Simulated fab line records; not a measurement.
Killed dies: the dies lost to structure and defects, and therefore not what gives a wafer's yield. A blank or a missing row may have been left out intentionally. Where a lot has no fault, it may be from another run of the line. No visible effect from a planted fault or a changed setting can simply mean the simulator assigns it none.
Chamber matching :: flow sky130 :: rie-diel-02 running SKY_VIA2_ETCH_15: 4 sister chambers
The step etches SiO2 in C4F8/O2/Ar, stops on TiN, target depth 546 nm, time 84 s. 4 wafers are shown with their chamber, then 12 later ones without.

## EACH WAFER AND ITS CHAMBER
wafer: L086.5
chamber: 3
oes-product-au (a.u.): 0.931

wafer: L089.1
chamber: 0
oes-product-au (a.u.): 0.932

wafer: L089.2
chamber: 1
oes-product-au (a.u.): 0.933

wafer: L089.3
chamber: 2
oes-product-au (a.u.): 0.938

## WAFERS MISSING THEIR CHAMBER
wafer: L089.4
oes-product-au (a.u.): 0.945

wafer: L089.5
oes-product-au (a.u.): 0.937

wafer: L089.6
oes-product-au (a.u.): 0.928

wafer: L092.1
oes-product-au (a.u.): 0.942

wafer: L092.2
oes-product-au (a.u.): 0.941

wafer: L092.3
oes-product-au (a.u.): 0.933

wafer: L092.4
oes-product-au (a.u.): 0.936

wafer: L092.5
oes-product-au (a.u.): 0.947

wafer: L092.6
oes-product-au (a.u.): 0.941

wafer: L096.1
oes-product-au (a.u.): 0.943

wafer: L096.2
oes-product-au (a.u.): 0.939

wafer: L096.4
oes-product-au (a.u.): 0.942

## THE CHAMBER EACH PASSED THROUGH
wafer: L089.4
from the rows above: can't be placed: 2 or 1 or 0 or 3
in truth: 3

wafer: L089.5
from the rows above: can't be placed: 2 or 1 or 0 or 3
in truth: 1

wafer: L089.6
from the rows above: can't be placed: 3 or 0 or 1 or 2
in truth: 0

wafer: L092.1
from the rows above: can't be placed: 2 or 1 or 0 or 3
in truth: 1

wafer: L092.2
from the rows above: can't be placed: 2 or 1 or 0 or 3
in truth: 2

wafer: L092.3
from the rows above: can't be placed: 1 or 0 or 3 or 2
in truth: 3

wafer: L092.4
from the rows above: can't be placed: 2 or 1 or 0 or 3
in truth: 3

wafer: L092.5
from the rows above: can't be placed: 2 or 1 or 0 or 3
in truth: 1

wafer: L092.6
from the rows above: can't be placed: 2 or 1 or 0 or 3
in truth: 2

wafer: L096.1
from the rows above: can't be placed: 2 or 1 or 0 or 3
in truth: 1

wafer: L096.2
from the rows above: can't be placed: 2 or 1 or 0 or 3
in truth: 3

wafer: L096.4
from the rows above: can't be placed: 2 or 1 or 0 or 3
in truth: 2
0 of 12 placed correctly. Cannot be placed on the basis of these rows: 12; the candidates contain the true chamber in 12. 0 placed wrongly.
How it was worked out, from the rows above alone: a wafer's distance from a chamber is the root of the sum, over the readings, of the square of ((its reading less the chamber's mean) divided by the reading's scatter). If the next closest chamber is less than 2 further off than the closest, the wafer can't be placed; otherwise it belongs to the closest. Each chamber's mean is taken over the wafers shown for it. The scatter (one wafer shown for each chamber): square how far every hidden wafer sits from the nearest shown wafer, average those squares and take the square root.
